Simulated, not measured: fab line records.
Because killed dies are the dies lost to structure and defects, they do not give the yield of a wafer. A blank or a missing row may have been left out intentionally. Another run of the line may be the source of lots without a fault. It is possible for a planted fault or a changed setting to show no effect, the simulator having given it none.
Struck lot and sound lot, side by side    flow sky130    18 out of 708 route steps
Sound: the wafers L377.1, L377.2, L377.5. Wafers struck: L384.1, L384.2, L384.3. At the end, the cause is stated.
At each step with rows: each side's tool, then ch and its chambers, then its first start. Under that, the readings that differ: sound wafers    struck wafers    difference of the means    sigmas: that difference in standard deviations of wafers without a fault.
alike: same words and numbers on both sides, and readings whose means sit less than 2 such deviations apart. not compared: any withheld reading, any reading some wafer has no value for, any bound like >300 that may hide the same value, and any number with overlapping values for which the record gives no deviation.
Wherever a step has rows on one side only, a row that says differs or no value, or a row with sigmas, the two part there. Numbers that don't overlap but have no deviation are shown without sigmas and don't part them. Lack of a reading on every wafer of one side parts them only where that side has two or more wafers.

first, 6 steps without rows for these wafers: SKY_RES_XHIGH_COAT_02 (resist thk 1140 nm); SKY_RES_XHIGH_SOFTBAKE_03 (time 60 s); SKY_RES_XHIGH_EXPOSE_04 (exposes mask URPM, target cd 1270 nm); SKY_RES_XHIGH_PEB_05; SKY_RES_XHIGH_DEVELOP_06 (develop time 60 s); SKY_RES_XHIGH_IMPLANT_07.
SKY_RES_XHIGH_STRIP_08: strips in O2/N2.
  sound on plasma_asher-01 ch 0,1, day 30 04:52; struck on plasma_asher-03 ch 0,1, day 32 17:31
  alike: drypump_motor_current_A, oes_product_au, strip_time_to_endpoint_s
  not compared: rf_hours_counter_h
SKY_RES_XHIGH_TW_MEAS_09:
  struck on film_metro-01, day 32 17:37; sound on film_metro-04, day 30 04:59
  alike: RES_XHIGH_TW
then, 4 steps without rows for these wafers: SKY_SD_N_DEHYDRATE_00 (time 60 s); SKY_SD_N_HMDS_01 (prime time 60 s); SKY_SD_N_COAT_02 (resist thk 1140 nm); SKY_SD_N_SOFTBAKE_03 (time 60 s).
SKY_SD_N_EXPOSE_04: exposes mask NSDM, target cd 380 nm.
  sound on iline_stepper-01 ch 0, day 30 17:46; struck on iline_stepper-01 ch 0, day 33 07:07
reading               sound                 struck                difference  sigmas
exposure_dose_mJ_cm2  141.01 140.99 140.90  134.35 134.43 134.27  -6.62       -51
reticle_temp_C (C)    23.17 23.11 23.10     22.82 23.02 22.85     -0.23       -2
  alike: mask
then, 2 steps without rows for these wafers: SKY_SD_N_PEB_05; SKY_SD_N_DEVELOP_06 (develop time 60 s).
SKY_SD_N_CD_MEAS_07: the cd target is 380 nm.
  struck on cd_sem-01, day 33 19:49; sound on cd_sem-02, day 31 07:34
reading     sound              struck             difference  sigmas
cd_nm (nm)  377.7 375.2 376.3  370.3 368.0 370.0  -7.0        -3
SKY_SD_N_OVL_MEAS_08:
  struck on overlay-02, day 33 19:56; sound on overlay-02, day 31 07:41
  alike: SD_N_OVL
-- a jump in the record: the struck wafers' starts before and after are 16 days apart (it breaks off in module SD_N and resumes in module PAD_OPEN, where the first step shown is number 708 of the route) --
SKY_PAD_OPEN_PROBE_99:
  struck on prober-01, day 49 22:26; sound on prober-02, day 48 04:58
  alike: killed_at_M0_to_M3, killed_at_M4_up, killed_at_contacts, killed_at_front_end, killed_at_other, killed_dies, killed_open, killed_short

## WHERE THEY PART
At SKY_SD_N_EXPOSE_04 first; at SKY_SD_N_CD_MEAS_07 last (within this record only). Later steps at which nothing parts them and some readings are alike: SKY_SD_N_OVL_MEAS_08, SKY_PAD_OPEN_PROBE_99.

WHY: what the simulator had put in
Process parameters drifting: iline_stepper-01 at SKY_SD_N_EXPOSE_04, beginning at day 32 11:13. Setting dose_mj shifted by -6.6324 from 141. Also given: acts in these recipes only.
